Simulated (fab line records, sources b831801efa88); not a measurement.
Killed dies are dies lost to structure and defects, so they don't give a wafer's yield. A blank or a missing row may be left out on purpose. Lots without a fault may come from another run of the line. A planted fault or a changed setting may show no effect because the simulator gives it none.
Which tool did it? | flow sky130 | 13 lots, 39 wafers sampled, at 5 steps of a route of 708

WHAT THE GAUGES READ, wafer by wafer
SKY_NWELL_OVL_MEAS_23.
lot  | measured     | on         | NWELL_01_OVL (nm)
L194 | day 5 08:52  | overlay-02 | -0.3 2.0 0.2
L195 | day 5 14:04  | overlay-01 | 0.4 -0.6 0.5
L197 | day 6 04:07  | overlay-02 | 0.9 1.2 1.2
L198 | day 6 08:00  | overlay-02 | 0.0 1.6 1.0
L200 | day 6 21:25  | overlay-01 | 0.0 -0.4 0.3
L201 | day 7 04:14  | overlay-01 | 0.5 0.9 1.7
L202 | day 7 05:59  | overlay-01 | 1.2 -1.2 1.1
L203 | day 7 11:01  | overlay-02 | 2.4 -1.0 0.3
L205 | day 8 02:06  | overlay-01 | 0.1 -1.3 -1.4
L206 | day 8 06:04  | overlay-02 | 1.3 1.8 0.1
L208 | day 8 21:13  | overlay-02 | -0.7 -1.9 -1.2
L213 | day 10 02:58 | overlay-01 | -1.0 0.6 0.1
L215 | day 10 19:02 | overlay-02 | -0.9 -0.4 0.7

SKY_VT_ADJUST_HVTP_TW_MEAS_11.
lot  | measured     | on            | VT_ADJUST_HVTP_TW
L194 | day 6 03:47  | film_metro-01 | 1346 1350 1355
L195 | day 6 09:44  | film_metro-01 | 1351 1347 1355
L197 | day 7 00:17  | film_metro-02 | 1330 1328 1334
L198 | day 7 04:59  | film_metro-04 | 1381 1375 1380
L200 | day 7 17:43  | film_metro-02 | 1339 1337 1341
L201 | day 8 00:59  | film_metro-04 | 1385 1377 1374
L202 | day 8 02:38  | film_metro-04 | 1377 1381 1385
L203 | day 8 08:23  | film_metro-01 | 1356 1348 1345
L205 | day 9 00:40  | film_metro-02 | 1332 1333 1327
L206 | day 9 03:29  | film_metro-04 | 1374 1372 1374
L208 | day 9 20:17  | film_metro-04 | 1377 1374 1374
L213 | day 11 02:58 | film_metro-04 | 1377 1384 1381
L215 | day 11 19:50 | film_metro-04 | 1383 1387 1385

SKY_VT_ADJUST_LVTN_OVL_MEAS_07.
lot  | measured     | on         | VT_ADJUST_LVTN_OVL (nm)
L194 | day 6 22:40  | overlay-02 | 2.1 3.6 3.3
L195 | day 7 05:31  | overlay-02 | -2.7 -0.1 1.5
L197 | day 7 19:38  | overlay-01 | 4.1 3.7 3.4
L198 | day 8 00:52  | overlay-01 | 4.7 3.1 3.7
L200 | day 8 14:26  | overlay-01 | 0.5 2.6 1.4
L201 | day 8 21:37  | overlay-02 | 4.1 5.5 2.7
L202 | day 8 23:56  | overlay-02 | 1.6 1.0 1.7
L203 | day 9 05:10  | overlay-02 | 0.7 2.1 0.8
L205 | day 9 23:02  | overlay-02 | 2.6 2.9 3.2
L206 | day 10 01:35 | overlay-01 | 1.0 -0.2 -1.6
L208 | day 10 18:38 | overlay-02 | 0.0 1.3 1.0
L213 | day 12 02:25 | overlay-02 | 3.2 0.6 -0.1
L215 | day 12 19:27 | overlay-01 | -0.8 -0.5 1.4

SKY_VT_ADJUST_NCORE_TW_MEAS_11.
lot  | measured     | on            | VT_ADJUST_NCORE_TW
L194 | day 8 14:59  | film_metro-01 | 219.0 218.7 219.3
L195 | day 8 23:02  | film_metro-04 | 224.3 222.7 223.5
L197 | day 9 13:51  | film_metro-04 | 222.3 222.9 221.3
L198 | day 9 20:58  | film_metro-03 | 217.7 217.4 217.8
L200 | day 10 10:54 | film_metro-01 | 219.4 218.1 219.1
L201 | day 10 17:19 | film_metro-04 | 224.4 225.2 223.1
L202 | day 10 20:26 | film_metro-04 | 223.5 223.7 222.5
L203 | day 11 01:56 | film_metro-01 | 218.7 219.3 218.4
L205 | day 11 21:25 | film_metro-01 | 217.8 219.2 218.9
L206 | day 12 00:32 | film_metro-03 | 218.7 218.8 219.0
L208 | day 12 19:17 | film_metro-03 | 218.4 218.5 217.5
L213 | day 14 04:23 | film_metro-03 | 229.9 229.1 227.8
L215 | day 14 22:43 | film_metro-01 | 228.3 228.5 227.9

WHICH TOOL RAN EACH LOT (tool, then ch and the chambers of the sampled wafers, then the start)
lot  | SKY_VT_ADJUST_NCORE_IMPLANT_09
L194 | implanter-04 ch 0, day 8 14:44
L195 | implanter-03 ch 0, day 8 22:47
L197 | implanter-03 ch 0, day 9 13:36
L198 | implanter-03 ch 0, day 9 20:44
L200 | implanter-03 ch 0, day 10 10:39
L201 | implanter-01 ch 0, day 10 17:07
L202 | implanter-01 ch 0, day 10 20:11
L203 | implanter-04 ch 0, day 11 01:43
L205 | implanter-04 ch 0, day 11 21:12
L206 | implanter-04 ch 0, day 12 00:17
L208 | implanter-03 ch 0, day 12 19:02
L213 | implanter-04 ch 0, day 14 04:08
L215 | implanter-04 ch 0, day 14 22:28
- SKY_VT_ADJUST_NCORE_IMPLANT_09

WHAT THE TOOLS THEMSELVES READ (means of the sampled wafers that have a number; where no wafer has one, the mark that the record gives instead)
SKY_VT_ADJUST_NCORE_IMPLANT_09.
lot  | tool         | beam_energy_keV | beam_on_s (s)
L194 | implanter-04 | 10.007          | 9.81
L195 | implanter-03 | 10.000          | 9.86
L197 | implanter-03 | 9.998           | 9.94
L198 | implanter-03 | 9.997           | 10.01
L200 | implanter-03 | 10.002          | 9.83
L201 | implanter-01 | 9.997           | 10.05
L202 | implanter-01 | 10.000          | 10.03
L203 | implanter-04 | 10.004          | 9.95
L205 | implanter-04 | 10.003          | 10.03
L206 | implanter-04 | 10.000          | 10.14
L208 | implanter-03 | 9.997           | 10.20
L213 | implanter-04 | 12.301          | 9.84
L215 | implanter-04 | 12.304          | 9.93

THE ANSWER, worked out from the rows above alone
Rule: what is usual is taken from the lots themselves. Put in order of their means at a reading, lots are off if they are a third of the lots or fewer, leave a main group of 4 or more, and stand apart from it by a gap of 3 or more times the standard deviation of the main group's means; of several such gaps the widest counts. A main group whose means are all the same, to the digits that the tables above print for the reading, isn't used. A lot without any number at a reading at which 4 lots or more have one is off too. The other lots that the step has rows for count as sound. The gauges are gone through in route order, then the tools' own readings, and for those a lot's mean is taken as printed above. The first step at which some lot is off is used, and at that step the reading that is off furthest; a lot without a number counts as furthest.
Off: L213, L215, at SKY_VT_ADJUST_NCORE_IMPLANT_09 (beam_energy_keV). The main group: mean 10.000, standard deviation 0.0031.
A tool fits if, at that step or a process step before it, it ran every lot that is off, and no sound lot after the first of them. One fits: implanter-04 at SKY_VT_ADJUST_NCORE_IMPLANT_09. Its last sound lot is L206 (day 12 00:17), its first lot that is off L213 (day 14 04:08): a fault that began between those two fits.
The tool's own readings at SKY_VT_ADJUST_NCORE_IMPLANT_09 bear it out: on the lots that are off they differ by more than 5 times the standard deviation of the sound lots' means. beam_energy_keV reads 12.303 there against 10.000 on the sound lots.

WHAT THE SIMULATOR HAD PUT IN
Process parameter drift: implanter-04, from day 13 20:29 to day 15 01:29, at SKY_VT_ADJUST_NCORE_IMPLANT_09. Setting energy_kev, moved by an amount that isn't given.
Lots struck among those shown: L213, L215. The rule above found the same.
